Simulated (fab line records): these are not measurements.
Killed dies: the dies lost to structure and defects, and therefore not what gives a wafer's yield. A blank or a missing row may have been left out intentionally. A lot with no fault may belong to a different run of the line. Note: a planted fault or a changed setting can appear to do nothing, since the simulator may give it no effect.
Code-filled problem report in 8D (eight disciplines) form | flow sky130 | the parts of the form that need people (team, actions taken, sign-off) are left out

== 1. THE PROBLEM ==
Wafers free of any fault read 2.58 nm (standard deviation 0.064) for SONOS_ONO_OXIDATION_THK at SKY_SONOS_ONO_THK_MEAS_01, against a mean of 3.53 nm on 9 wafers of 3 lots. That is +15 standard deviations from the usual mean.
Earliest sighting: wafer L545.2 on film-metro-02 at day 17 09:50. Wafers with a number at this step in the record: 39, from 13 lots. The rule behind "out" and "out of limits": a value lying over 4 standard deviations away from the usual mean. Any other wafer with a number is counted as sound.

== 2. WHAT IT IS, AND WHAT IT ISN'T ==
question                    | is                      | is not
which readings at this step | SONOS_ONO_OXIDATION_THK | -
which lots                  | L545, L548, L549        | L528, L529, L530, L532, L533, L534, L535, L536, L538, L551
which wafers of those lots  | all that have a number  | -
read on which gauges        | film-metro-02           | film-metro-01, film-metro-03
when                        | from day 17 09:50       | up to then (27 sound wafers); but 3 sound wafers of L551 came after

== 3. WHAT RULES OUT EACH SUSPECT ==
Counting: a tool at a process step up to the reading stays a suspect if it ran every lot that is out and no sound lot after the first of them.
- the gauge at SKY_SONOS_ONO_THK_MEAS_01: kept. All the wafers that are out were read on film-metro-02, and no step on other tools shows them out.
The count leaves film-metro-02 at SKY_SONOS_ONO_THK_MEAS_01.

== 4. THE CAUSE (what the simulator had put in) ==
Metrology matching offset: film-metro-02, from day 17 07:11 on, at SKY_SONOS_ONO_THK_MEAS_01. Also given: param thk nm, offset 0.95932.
This tool alone remained once counting was done.

== 5. SEQUENCE OF EFFECTS, ordered by route ==
Rows list readings where the struck wafers' mean (over those with a number) sits beyond 3 standard deviations from the usual. Scope: only readings with a usual standard deviation given in the record; hours: median across lots of the time from each lot's start at the first step in this table that gives one to its start at this step; sigmas: change in usual standard deviations.
hours | step                      | reading                 | usual   | on struck wafers | change | sigmas
0     | SKY_SONOS_ONO_THK_MEAS_01 | SONOS_ONO_OXIDATION_THK | 2.58 nm | 3.53             | +0.95  | +15

== 6. HOW IT WOULD HAVE BEEN CAUGHT EARLIER ==
3 hours passed between the start of the fault at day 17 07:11 and the first reading out of limits at a measuring or inspecting step in this record, taken at day 17 09:50.
